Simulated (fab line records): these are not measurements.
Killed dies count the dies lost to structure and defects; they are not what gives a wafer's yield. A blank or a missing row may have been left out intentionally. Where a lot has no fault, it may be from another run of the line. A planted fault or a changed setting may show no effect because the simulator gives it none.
A lot that was struck, set against a sound lot / flow sky130 / 43 out of 708 route steps
Sound: the wafers L280.2, L280.3, L280.6. Struck: wafers L301.2, L301.4, L301.6. The cause is named last.
At each step with rows: each side's tool, then ch and its chambers, then its first start. Under that, the readings that differ: sound wafers / struck wafers / difference of the means / sigmas: that difference in standard deviations of wafers without a fault.
alike: readings whose means differ by less than 2 such deviations, and words and numbers that are the same on both sides. not compared: withheld readings, readings that some wafer has no value for, bounds like >300 that may hide the same value, and numbers for which the record gives no deviation and whose values overlap.
Wherever a step has rows on one side only, a row that says differs or no value, or a row with sigmas, the two part there. Numbers that don't overlap but have no deviation are shown without sigmas and don't part them. A reading missing from all wafers of one side parts the sides only when that side holds two or more wafers.

SKY_VIA4_CMP_02: polishes SiO2.
  sound on cmp-01 ch 0,2, day 41 10:08; struck on cmp-01 ch 0,1,2, day 48 07:40
  alike: motor current A, slurry filter dp kPa
SKY_VIA4_BOW_MEAS_03:
  sound: film metro-04 at day 41 10:24; struck: film metro-04 at day 48 07:59
  alike: VIA4_BOW
then, 7 steps without rows for these wafers: SKY_VIA4_DEHYDRATE_04 (time 60 s); SKY_VIA4_HMDS_05 (prime time 60 s); SKY_VIA4_COAT_06 (resist thk 1140 nm); SKY_VIA4_SOFTBAKE_07 (time 60 s); SKY_VIA4_EXPOSE_08 (exposes mask VIM4, target cd 800 nm); SKY_VIA4_PEB_09; SKY_VIA4_DEVELOP_10 (develop time 60 s).
SKY_VIA4_OVL_MEAS_11:
  sound: overlay-01 at day 42 10:06; struck: overlay-02 at day 49 02:07
  alike: VIA4_OVL
then, 2 steps without rows for these wafers: SKY_VIA4_ETCH_12 (etches SiO2 in C4F8/O2/Ar, stops on TiN, target depth 580 nm); SKY_VIA4_STRIP_13 (strips in O2/N2).
SKY_VIA4_STRIP_14: strips in post etch residue remover, time 1200 s.
  sound on wet bench-02 ch 1, day 42 10:18; struck on wet bench-03 ch 1, day 49 02:19
then, 4 steps without rows for these wafers: SKY_VIA4_CLEAN_15 (cleans in IPA, time 180 s); SKY_VIA4_CLEAN_16 (cleans in O3/DIW); SKY_VIA4_SPUTTER_17 (material TiN, target thk 20 nm, time 80 s); SKY_VIA4_CVD_18 (deposits W, target thk 505 nm, time 152.14 s).
SKY_VIA4_RS_MEAS_19: uses a four-point probe to measure.
  sound: film metro-03 at day 42 11:01; struck: film metro-04 at day 49 03:05
  alike: VIA4_W_RS
SKY_VIA4_THK_MEAS_20: measures by xrf.
  sound: film metro-03 at day 42 11:08; struck: film metro-04 at day 49 03:12
  alike: VIA4_W_THK
SKY_VIA4_CMP_21: polishes, stops on SiO2, t overpolish 25 s, target thk 0 nm.
  sound on cmp-02 ch 0,1,3, day 42 11:17; struck on cmp-02 ch 0,1,3, day 49 03:18
  alike: motor current A, overpolish run s, slurry filter dp kPa, time to endpoint s
then, 3 steps without rows for these wafers: SKY_METAL5_SPUTTER_00 (material Ti, target thk 15 nm, time 10 s); SKY_METAL5_SPUTTER_01 (material TiN, target thk 20 nm, time 16.7 s); SKY_METAL5_SPUTTER_02 (material AlCu, target thk 1150 nm, time 61.2 s).
SKY_METAL5_SPUTTER_03: material Ti, target thk 5 nm, time 3.3 s.
  sound: pvd sputter-01 at day 42 11:35; struck: pvd sputter-01 at day 49 03:38
  alike: throttle valve pct
SKY_METAL5_SPUTTER_04: material TiN, target thk 70 nm, time 58.3 s.
  sound: pvd sputter-01 at day 42 11:36; struck: pvd sputter-01 at day 49 03:40
  alike: throttle valve pct
SKY_METAL5_RS_MEAS_05: uses a four-point probe to measure.
  sound: film metro-03 at day 42 11:40; struck: film metro-01 at day 49 03:44
  alike: METAL5_ALCU_RS
SKY_METAL5_THK_MEAS_06: measures by xrf.
  sound: film metro-03 at day 42 11:47; struck: film metro-01 at day 49 03:50
  alike: METAL5_ALCU_THK
then, 9 steps without rows for these wafers: SKY_METAL5_DEHYDRATE_07 (time 60 s); SKY_METAL5_HMDS_08 (prime time 60 s); SKY_METAL5_COAT_09 (resist thk 1800 nm); SKY_METAL5_SOFTBAKE_10 (time 60 s); SKY_METAL5_EXPOSE_11 (exposes mask MM5, target cd 1600 nm); SKY_METAL5_PEB_12; SKY_METAL5_DEVELOP_13 (develop time 60 s); SKY_METAL5_DESCUM_14 (chemistry O2, time 11 s); SKY_METAL5_METAL_ETCH_15 (etches the open film in Cl2/BCl3, stops on SiO2, target depth 1260 nm, time 252 s).
SKY_METAL5_STRIP_16: strips in O2/N2.
  sound on plasma asher-02 ch 0,1, day 43 11:19; struck on plasma asher-01 ch 0,1, day 49 20:08
  alike: chamber pressure mTorr, drypump motor current A, oes product au, strip time to endpoint s
  not compared: rf hours counter h
then, 4 steps without rows for these wafers: SKY_METAL5_STRIP_17 (strips in post etch residue remover, time 1200 s); SKY_METAL5_CLEAN_18 (cleans in IPA, time 180 s); SKY_METAL5_CLEAN_19 (cleans in O3/DIW); SKY_PASSIVATION_CVD_00 (deposits SiO2, target thk 90 nm).
SKY_PASSIVATION_THK_MEAS_01:
  sound: film metro-02 at day 43 11:56; struck: film metro-01 at day 49 20:48
  alike: PASSIVATION_CVD_00_THK
SKY_PAD_OPEN_PROBE_99:
  sound: prober-02 at day 45 10:10; struck: prober-01 at day 51 07:44
reading=defect limited yield (%); sound=84.3 81.7 82.3; struck=74.4 78.9 72.8; difference=-7.4; sigmas=-4
reading=killed_at_M4_up; sound=1 1 2; struck=45 44 56; difference=+47; sigmas=+24
reading=killed dies; sound=77 90 87; struck=126 104 134; difference=+37; sigmas=+4
reading=sort_bin_3_pad_short (%); sound=1.6 0.4 1.0; struck=1.8 3.0 3.5; difference=+1.8; sigmas=+5
reading=sort_bin_5_function (%); sound=9.6 11.2 10.2; struck=17.9 12.6 18.1; difference=+5.9; sigmas=+4
reading=sort n pass; sound=415 402 405; struck=366 388 358; difference=-37; sigmas=-4
reading=sort yield pct (%); sound=84.3 81.7 82.3; struck=74.4 78.9 72.8; difference=-7.4; sigmas=-4
reading=model.etest.tester.sort n pass; sound=415 402 405; struck=366 388 358; difference=-37; sigmas=
reading=model.etest.tester.sort yield pct (%); sound=84.35 81.71 82.32; struck=74.39 78.86 72.76; difference=-7.46; sigmas=
reading=model.etest.tester.sort_bin_5_pct (%); sound=9.553 11.18 10.16; struck=17.89 12.6 18.09; difference=+5.90; sigmas=
reading=model.etest.tester.sort_bin_3_pct (%); sound=1.626 0.4065 1.016; struck=1.829 3.049 3.455; difference=+1.762; sigmas=
  alike: killed_at_M0_to_M3, killed at contacts, killed at front end, killed at other, killed open, killed short, sort_bin_6_memory

WHERE THEY PART
SKY_PAD_OPEN_PROBE_99 only, going by this record.

WHY: what the simulator had put in
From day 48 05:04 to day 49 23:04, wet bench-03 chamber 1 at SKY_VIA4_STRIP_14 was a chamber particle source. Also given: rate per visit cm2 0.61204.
